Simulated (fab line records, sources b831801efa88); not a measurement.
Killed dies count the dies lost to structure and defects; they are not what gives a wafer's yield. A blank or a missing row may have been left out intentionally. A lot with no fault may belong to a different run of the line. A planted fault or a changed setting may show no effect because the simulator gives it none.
Problem report in the 8D (eight disciplines) form, filled by code + flow gf180mcu + the parts of the form that need people (team, actions taken, sign-off) are left out

## 1. THE PROBLEM
Mean of chamberPressureTorr at GF_V3_CVD_23: 41.93 Torr across 3 wafers in 2 lots; on wafers with no fault it is 40.00 Torr (standard deviation 0.09). That is +21 standard deviations from the usual mean.
The step: deposits W, target thk 350 nm, time 104.9 s.
The first sign was on wafer L774.1 at day 26 21:35, on cvdW-01. The record has a number at this step for 42 wafers belonging to 14 lots. Rule for "out", or "out of limits": more than 4 standard deviations from the usual mean. The rest of the wafers with a number are treated as sound.

## 2. WHAT IT IS AND WHAT IT IS NOT
| question                    | is                     | is not                                                                                 |
|-----------------------------|------------------------|----------------------------------------------------------------------------------------|
| which readings at this step | chamberPressureTorr    | heaterPowerW                                                                           |
| which lots                  | L774, L777             | L762, L763, L765, L767, L768, L769, L770, L771, L772, L776, L778, L783                 |
| which wafers of those lots  | L774.1, L774.5, L777.4 | L774.4, L777.2, L777.6                                                                 |
| read on which tools         | cvdW-01                | cvdW-02                                                                                |
| when                        | from day 26 21:35      | up to then (28 sound wafers); but 11 sound wafers of L776, L777, L778, L783 came after |

## 3. THE SUSPECTS, EACH WITH WHAT RULES IT OUT
Counting: if a tool at a process step up to the reading ran every lot that is out, it stays a suspect. Sound lots after the first of them don't rule it out here, since some wafers of a struck lot are sound.
- pvdSputter-03 at GF_V3_SPUTTER_22 (material TiN, target thk 10 nm, time 40 s): kept. Every lot that is out went through it, the first being L774 (day 26 21:33); the last sound lot it ran before that was L772 (day 26 12:25).
- cvdW-01 at GF_V3_CVD_23 (deposits W, target thk 350 nm, time 104.9 s): kept. Every lot that is out went through it, the first being L774 (day 26 21:35); the last sound lot it ran before that was L770 (day 25 21:26). On those wafers its own readings are out: chamberPressureTorr.
- At GF_V3_CVD_23 on cvdW-01, chamber 0 took the sound wafers of the same lots and chamber 1 took the wafers that are out.
Remaining after the count are pvdSputter-03 at GF_V3_SPUTTER_22 and cvdW-01 at GF_V3_CVD_23.

## 4. THE CAUSE (what the simulator had put in)
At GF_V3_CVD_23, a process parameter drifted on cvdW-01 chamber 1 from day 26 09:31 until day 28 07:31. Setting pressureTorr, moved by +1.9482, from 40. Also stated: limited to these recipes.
After counting, 2 suspects remain, this tool included.

## 5. THE EFFECT CHAIN, in route order
One row per reading whose mean, taken over the struck wafers that have a number, lies over 3 standard deviations from the usual. Scope: only readings with a usual standard deviation given in the record; hours: median across lots of the time from each lot's start at the first step in this table that gives one to its start at this step; sigmas: change in usual standard deviations.
| hours | step         | reading             | usual      | on struck wafers | change | sigmas |
|-------|--------------|---------------------|------------|------------------|--------|--------|
| 0     | GF_V3_CVD_23 | chamberPressureTorr | 40.00 Torr | 41.93            | +1.93  | +21    |
Here are the process steps it includes:
- GF_V3_CVD_23: deposits W, target thk 350 nm, time 104.9 s.
Later measuring or inspecting steps at which every struck wafer that the step has a row for has a number for every such reading, and none has moved that far: GF_M4_RS_MEAS_05.

## 6. HOW IT WOULD HAVE BEEN CAUGHT EARLIER
The fault began at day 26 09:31; the first out-of-limits reading in this record came at day 26 21:35, 12 hours later.
